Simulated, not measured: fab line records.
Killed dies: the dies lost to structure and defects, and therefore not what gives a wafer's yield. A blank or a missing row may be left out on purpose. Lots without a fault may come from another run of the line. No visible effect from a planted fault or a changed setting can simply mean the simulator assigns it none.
Code-filled problem report in 8D (eight disciplines) form :: flow sky130 :: the parts of the form that need people (team, actions taken, sign-off) are left out

== 1. THE PROBLEM ==
Mean SONOS_TUNNEL_TW at SKY_SONOS_TUNNEL_TW_MEAS_12: 31 over 6 wafers in 2 lots; fault-free wafers: 198, standard deviation 4. Measured from the usual mean, that is -42 standard deviations.
First observed at day 13 10:41: wafer L463.2, on film-metro-02. Wafers with a number at this step in the record: 33, from 11 lots. Rule for "out", or "out of limits": more than 4 standard deviations from the usual mean. The other wafers with a number count as sound.

== 2. WHAT THIS IS AND IS NOT ==
question: which readings at this step
is: SONOS_TUNNEL_TW
is not: -

question: which lots
is: L463, L464
is not: L459, L470, L471, L472, L473, L474, L475, L477, L480

question: which wafers of those lots
is: all that have a number
is not: -

question: read on which gauges
is: film-metro-02
is not: film-metro-01, film-metro-04

question: when
is: from day 13 10:41
is not: up to then (3 sound wafers); but 24 sound wafers of L470, L471, L472, L473, L474, L475, L477, L480 came after

== 3. WHAT RULES OUT EACH SUSPECT ==
Counting: a tool at any process step up to the reading remains a suspect when it ran all the lots that are out and ran no sound lot after the first of those.
- the gauge at SKY_SONOS_TUNNEL_TW_MEAS_12 has been ruled out. All the wafers that are out were read on film-metro-02, but those of them that SKY_PAD_OPEN_PROBE_99 has rows for are out there too, on other tools.
- litho-track-01 at SKY_SONOS_TUNNEL_DEVELOP_06 (develop time 60 s): ruled out as a lasting fault. The sound lots L474, L473, L475, L477 went through it after L463, its earliest lot that is out (day 13 09:48).
Left after counting: nothing in the record.

== 4. THE CAUSE (what the simulator had put in) ==
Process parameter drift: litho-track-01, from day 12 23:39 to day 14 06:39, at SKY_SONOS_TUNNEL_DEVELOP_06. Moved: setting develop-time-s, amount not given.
Counting ruled it out, wrongly: the rule takes a fault to strike every lot that its tool runs from its start on, and this one did not.

== 5. SEQUENCE OF EFFECTS, ordered by route ==
Each row: a reading where the mean over the struck wafers with a number is more than 3 standard deviations away from the usual. Only readings for which the record gives a usual standard deviation are gone through. hours: the time from each lot's start at the first step in this table that gives one to its start at this step, as a median over the lots. sigmas: the change in usual standard deviations.
hours: 0
step: SKY_SONOS_TUNNEL_TW_MEAS_12
reading: SONOS_TUNNEL_TW
usual: 198
on struck wafers: 31
change: -167
sigmas: -42

hours: 811
step: SKY_PAD_OPEN_PROBE_99
reading: killed-at-front-end
usual: 15
on struck wafers: 418
change: +403
sigmas: +99 or more

hours: 811
step: SKY_PAD_OPEN_PROBE_99
reading: killed-dies
usual: 86
on struck wafers: 492
change: +406
sigmas: +44

hours: 811
step: SKY_PAD_OPEN_PROBE_99
reading: killed-on-rim
usual: 17
on struck wafers: 96
change: +79
sigmas: +23
Its process steps:
- SKY_PAD_OPEN_PROBE_99
Readings that are blank on the struck wafers while sound wafers have them: cd-nm at SKY_SONOS_TUNNEL_CD_MEAS_07; SONOS_TUNNEL_OVL at SKY_SONOS_TUNNEL_OVL_MEAS_08.

== 6. HOW IT WOULD HAVE BEEN CAUGHT EARLIER ==
The first out-of-limits reading at a measuring or inspecting step in this record came at day 13 10:41, 11 hours after the fault's start at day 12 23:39.
Between SKY_SONOS_TUNNEL_DEVELOP_06 and SKY_SONOS_TUNNEL_TW_MEAS_12, SKY_SONOS_TUNNEL_CD_MEAS_07 gave no cd-nm and SKY_SONOS_TUNNEL_OVL_MEAS_08 gave no SONOS_TUNNEL_OVL on the struck wafers, where sound wafers have one: a measuring or inspecting step that comes back empty is itself a sign.
